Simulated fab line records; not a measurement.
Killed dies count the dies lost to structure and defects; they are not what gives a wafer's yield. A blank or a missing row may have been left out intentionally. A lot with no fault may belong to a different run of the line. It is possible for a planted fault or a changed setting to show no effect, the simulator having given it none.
Matching of chambers | flow sky130 | SKY_CONTACT_ETCH_16 on rie-diel-04 has 4 sister chambers
The step etches BARC in N2/H2, stops on SiO2, time 45.9 s, target depth 60 nm. 4 wafers are shown with their chamber, then 12 later ones without.

== WAFERS, EACH WITH ITS CHAMBER ==
wafer  | chamber | drypump-motor-current-A (A)
L089.1 | 3       | 5.3
L091.1 | 1       | 5.6
L091.2 | 0       | 5.9
L091.3 | 2       | 5.7

== WAFERS MISSING THEIR CHAMBER ==
wafer  | drypump-motor-current-A (A)
L091.4 | 5.3
L091.5 | 5.3
L091.6 | 5.8
L092.1 | 5.3
L092.2 | 5.8
L092.3 | 5.6
L092.4 | 5.7
L092.5 | 5.9
L092.6 | 5.3
L097.2 | 5.9
L097.3 | 5.7
L097.6 | 5.7

== WHICH CHAMBER EACH WENT THROUGH ==
wafer  | from the rows above     | in truth
L091.4 | 3                       | 3
L091.5 | 3                       | 3
L091.6 | can't be placed: 2 or 0 | 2
L092.1 | 3                       | 3
L092.2 | can't be placed: 2 or 0 | 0
L092.3 | 1                       | 1
L092.4 | 2                       | 2
L092.5 | 0                       | 0
L092.6 | 3                       | 3
L097.2 | 0                       | 0
L097.3 | 2                       | 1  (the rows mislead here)
L097.6 | 2                       | 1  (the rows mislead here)
Correct placement for 8 of the 12. Cannot be placed on the basis of these rows: 2; the candidates contain the true chamber in 2. 2 placed wrongly.
How it was worked out, from the rows above alone: a wafer's distance from a chamber is the root of the sum, over the readings, of the square of ((its reading less the chamber's mean) divided by the reading's scatter). The wafer belongs to the nearest chamber; if the next one is less than 2 further off, it can't be placed. For every chamber, the mean is computed from those of its wafers that are shown. The scatter: root of mean squared gap, hidden wafer to nearest shown wafer, with one shown wafer a chamber.
